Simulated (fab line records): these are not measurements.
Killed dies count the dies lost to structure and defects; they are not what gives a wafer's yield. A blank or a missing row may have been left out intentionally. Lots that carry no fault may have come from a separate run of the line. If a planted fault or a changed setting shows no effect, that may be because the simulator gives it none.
Split-lot experiment / flow sky130 / on a route of 708 steps: 5 lots, 23 wafers read

## SPLIT DETAILS
At SKY_CAPM_SPUTTER_02 (material TiN, target thk 200 nm, time 166.7 s), the setting time s was moved away from the recipe's 166.7 s on 6 of the 23 wafers read, by -6.5% to +10.4%. The other wafers ran this setting at the recipe's value.

## THE PATH FROM SPLIT TO READING: the file shows 1 step between them
- SKY_CAPM_RS_MEAS_03: measures by four-point-probe

## THE READING
CAPM_TIN_THK, in nm, at SKY_CAPM_THK_MEAS_04 (measures by xrf). A value of 198.6 nm with a standard deviation of 2.6 nm is what fault-free wafers of this fab line usually give.

wafer=L074.1; tool, chamber at the split=pvd sputter-04, -; time s as run, s=166.7; against the recipe=recipe; CAPM_TIN_THK, nm=199.4; against lot-mates on the recipe=-
wafer=L074.3; tool, chamber at the split=pvd sputter-04, -; time s as run, s=166.7; against the recipe=recipe; CAPM_TIN_THK, nm=194.1; against lot-mates on the recipe=-
wafer=L074.4; tool, chamber at the split=pvd sputter-04, -; time s as run, s=166.7; against the recipe=recipe; CAPM_TIN_THK, nm=197.5; against lot-mates on the recipe=-
wafer=L074.5; tool, chamber at the split=pvd sputter-04, -; time s as run, s=155.8; against the recipe=-6.5%; CAPM_TIN_THK, nm=185.3; against lot-mates on the recipe=-11.7
wafer=L074.6; tool, chamber at the split=pvd sputter-04, -; time s as run, s=155.8; against the recipe=-6.5%; CAPM_TIN_THK, nm=183.7; against lot-mates on the recipe=-13.3
wafer=L075.1; tool, chamber at the split=pvd sputter-01, -; time s as run, s=166.7; against the recipe=recipe; CAPM_TIN_THK, nm=196.5; against lot-mates on the recipe=-
wafer=L075.3; tool, chamber at the split=pvd sputter-01, -; time s as run, s=166.7; against the recipe=recipe; CAPM_TIN_THK, nm=192.9; against lot-mates on the recipe=-
wafer=L075.4; tool, chamber at the split=pvd sputter-01, -; time s as run, s=166.7; against the recipe=recipe; CAPM_TIN_THK, nm=196.6; against lot-mates on the recipe=-
wafer=L075.5; tool, chamber at the split=pvd sputter-01, -; time s as run, s=166.7; against the recipe=recipe; CAPM_TIN_THK, nm=192.4; against lot-mates on the recipe=-
wafer=L075.6; tool, chamber at the split=pvd sputter-01, -; time s as run, s=166.7; against the recipe=recipe; CAPM_TIN_THK, nm=198.2; against lot-mates on the recipe=-
wafer=L078.2; tool, chamber at the split=pvd sputter-01, -; time s as run, s=184; against the recipe=+10.4%; CAPM_TIN_THK, nm=216.2; against lot-mates on the recipe=+17.9
wafer=L078.3; tool, chamber at the split=pvd sputter-01, -; time s as run, s=166.7; against the recipe=recipe; CAPM_TIN_THK, nm=200.5; against lot-mates on the recipe=-
wafer=L078.4; tool, chamber at the split=pvd sputter-01, -; time s as run, s=166.7; against the recipe=recipe; CAPM_TIN_THK, nm=193.7; against lot-mates on the recipe=-
wafer=L078.5; tool, chamber at the split=pvd sputter-01, -; time s as run, s=184; against the recipe=+10.4%; CAPM_TIN_THK, nm=218.4; against lot-mates on the recipe=+20.1
wafer=L078.6; tool, chamber at the split=pvd sputter-01, -; time s as run, s=166.7; against the recipe=recipe; CAPM_TIN_THK, nm=200.6; against lot-mates on the recipe=-
wafer=L079.1; tool, chamber at the split=pvd sputter-01, -; time s as run, s=166.7; against the recipe=recipe; CAPM_TIN_THK, nm=195.6; against lot-mates on the recipe=-
wafer=L079.2; tool, chamber at the split=pvd sputter-01, -; time s as run, s=166.7; against the recipe=recipe; CAPM_TIN_THK, nm=192.0; against lot-mates on the recipe=-
wafer=L079.3; tool, chamber at the split=pvd sputter-01, -; time s as run, s=166.7; against the recipe=recipe; CAPM_TIN_THK, nm=196.9; against lot-mates on the recipe=-
wafer=L081.2; tool, chamber at the split=pvd sputter-01, -; time s as run, s=179.5; against the recipe=+7.7%; CAPM_TIN_THK, nm=216.6; against lot-mates on the recipe=+18.0
wafer=L081.3; tool, chamber at the split=pvd sputter-01, -; time s as run, s=179.5; against the recipe=+7.7%; CAPM_TIN_THK, nm=212.5; against lot-mates on the recipe=+13.9
wafer=L081.4; tool, chamber at the split=pvd sputter-01, -; time s as run, s=166.7; against the recipe=recipe; CAPM_TIN_THK, nm=198.6; against lot-mates on the recipe=-
wafer=L081.5; tool, chamber at the split=pvd sputter-01, -; time s as run, s=166.7; against the recipe=recipe; CAPM_TIN_THK, nm=197.5; against lot-mates on the recipe=-
wafer=L081.6; tool, chamber at the split=pvd sputter-01, -; time s as run, s=166.7; against the recipe=recipe; CAPM_TIN_THK, nm=199.6; against lot-mates on the recipe=-

THE FIT
A straight line over all 23 wafers: CAPM_TIN_THK changes by +2.05 nm for each +1% of time s; r = +0.96; the points scatter about the line by 2.7 nm.
The same after taking each lot's own level away (the mean of its wafers on the recipe; 23 wafers): +1.92 nm for each +1%; r = +0.97; scatter 2.2 nm.
The reading moves by 20 nm for the largest change in time s, on that fit.
From 194.83 to 198.57 nm: that is the span of the lots' own levels, equal to 1.4 times the standard deviation above.
The two slopes are in agreement: the lot-to-lot level therefore moves the slope only a little.
Check: for one of the wafers moved furthest among these (+10.4%), held out of the fit, the line's prediction against its lot-mates is +20.7 nm. It came out at +17.9 nm against them.

## OTHER SPLITS ON THESE WAFERS
Other splits were also applied to these wafers ahead of the reading. Each is held against what the fit with the lots' levels taken away leaves over:
other split on the same wafers=SKY_VIA1_ETCH_14 time s; wafers away from the commonest value=6; r with CAPM_TIN_THK (lot level and that fit taken away)=-0.06
other split on the same wafers=SKY_METAL2_COAT_10 resist thk nm; wafers away from the commonest value=7; r with CAPM_TIN_THK (lot level and that fit taken away)=+0.24
other split on the same wafers=SKY_METAL2_SOFTBAKE_11 temp c; wafers away from the commonest value=9; r with CAPM_TIN_THK (lot level and that fit taken away)=-0.23
other split on the same wafers=SKY_VIA2_HDPCVD_00 time s; wafers away from the commonest value=10; r with CAPM_TIN_THK (lot level and that fit taken away)=+0.38
other split on the same wafers=SKY_VIA2_EXPOSE_09 dose mj; wafers away from the commonest value=9; r with CAPM_TIN_THK (lot level and that fit taken away)=+0.12
other split on the same wafers=SKY_VIA2_DEVELOP_11 develop time s; wafers away from the commonest value=9; r with CAPM_TIN_THK (lot level and that fit taken away)=-0.15
other split on the same wafers=SKY_VIA2_CVD_21 temp c; wafers away from the commonest value=7; r with CAPM_TIN_THK (lot level and that fit taken away)=-0.17

## THE WHOLE CHAIN: every reading that the file lists as answering this split, in the file's order
step=SKY_CAPM_SPUTTER_02; what it does=material TiN, target thk 200 nm, time 166.7 s; reading=TiN_of_CAPM_SPUTTER_02.thk nm (the simulator's own value, which no gauge read); change (the file's fit)=+1.92 nm for each +1% of the setting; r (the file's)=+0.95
step=SKY_CAPM_RS_MEAS_03; what it does=measures by four-point-probe; reading=CAPM_TIN_RS; change (the file's fit)=-0.0647 for each +1% of the setting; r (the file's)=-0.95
step=SKY_CAPM_THK_MEAS_04; what it does=measures by xrf; reading=CAPM_TIN_THK; change (the file's fit)=+1.92 for each +1% of the setting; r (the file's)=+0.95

## FILE'S OWN FIT
CAPM_TIN_THK changes by +1.92 nm for each +1% of time s, r = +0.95.
